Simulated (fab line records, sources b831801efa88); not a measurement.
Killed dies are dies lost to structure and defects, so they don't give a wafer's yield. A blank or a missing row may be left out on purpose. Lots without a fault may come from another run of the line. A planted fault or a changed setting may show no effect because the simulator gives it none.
A struck lot beside a sound one | flow gf180mcu | 15 steps out of a route of 602
Sound: wafers L975.3, L975.4, L975.6. Struck: wafers L989.3, L989.5. (L989.4 of the same lot was not struck and is left out.) The cause comes at the end.
At each step with rows: each side's tool, then ch and its chambers, then its first start. Under that, the readings that differ: sound wafers | struck wafers | difference of the means | sigmas: that difference in standard deviations of wafers without a fault.
alike: readings whose means differ by less than 2 such deviations, and words and numbers that are the same on both sides. not compared: withheld readings, readings that some wafer has no value for, bounds like >300 that may hide the same value, and numbers for which the record gives no deviation and whose values overlap.
The two part at a step that has a row with sigmas, a row that says differs or no value, or rows on one side only. Numbers that don't overlap but have no deviation are shown without sigmas and don't part them. A reading that every wafer of one side lacks parts them only if that side has two wafers or more.

GF_PSD_RS_MEAS_15: measures by four-point-probe.
  sound on film_metro-02, day 16 11:07; struck on film_metro-04, day 20 19:18
  alike: PSD_RS
GF_SAB_CVD_00: deposits SiO2 from TEOS, target thk 50 nm, time 4.9302 s.
  sound on pecvd-04 ch 1,2, day 16 11:11; struck on pecvd-03 ch 0,1, day 20 19:23
  reading                  | sound       | struck  | difference | sigmas
  heater_power_outer_w (W) | 437 451 448 | 284 334 | -136       | -2
  alike: heater_power_w
  not compared: since_wet_clean_h
GF_SAB_THK_MEAS_01:
  sound on film_metro-02, day 16 11:14; struck on film_metro-03, day 20 19:26
  alike: SAB_CVD_00_THK
then, 7 steps without rows for these wafers: GF_SAB_DEHYDRATE_02 (time 60 s); GF_SAB_HMDS_03 (prime time 60 s); GF_SAB_COAT_04 (resist thk 1000 nm); GF_SAB_SOFTBAKE_05 (time 60 s); GF_SAB_EXPOSE_06 (exposes mask SAB, target cd 420 nm); GF_SAB_PEB_07; GF_SAB_DEVELOP_08 (develop time 60 s).
GF_SAB_CD_MEAS_09: target cd 420 nm.
  sound on cd_sem-01, day 17 09:26; struck on cd_sem-01, day 21 19:28
  alike: cd_nm
GF_SAB_OVL_MEAS_10:
  sound on overlay-02, day 17 09:32; struck on overlay-01, day 21 19:34
  alike: SAB_OVL
GF_SAB_ETCH_11: etches SiO2 in C4F8/O2/Ar, target depth 55 nm, time 8.5 s.
  sound on rie_diel-03 ch 0,1,3, day 17 09:34; struck on rie_diel-03 ch 1,3, day 21 19:35
  alike: chamber_pressure_mTorr, oes_product_au
  not compared: rf_hours_counter_h, model.SAB.feature_depth_nm, model.etch.depth_nm
then, 1 step without rows for these wafers: GF_SAB_WET_ETCH_12 (etches SiO2 in dHF, target depth 22 nm, time 440 s).
-- the record jumps here: 12 days lie between the struck wafers' starts before and after (it left off in module SAB and takes up again in module PASSIVATION, whose first step shown is number 602 of the route) --
GF_PASSIVATION_PROBE_99:
  the record has rows for the struck wafers here (prober-02, day 34 05:51) and none for the sound ones

WHERE THEY PART
First at GF_SAB_CVD_00; last, within this record, at GF_PASSIVATION_PROBE_99.

WHY: what the simulator had put in
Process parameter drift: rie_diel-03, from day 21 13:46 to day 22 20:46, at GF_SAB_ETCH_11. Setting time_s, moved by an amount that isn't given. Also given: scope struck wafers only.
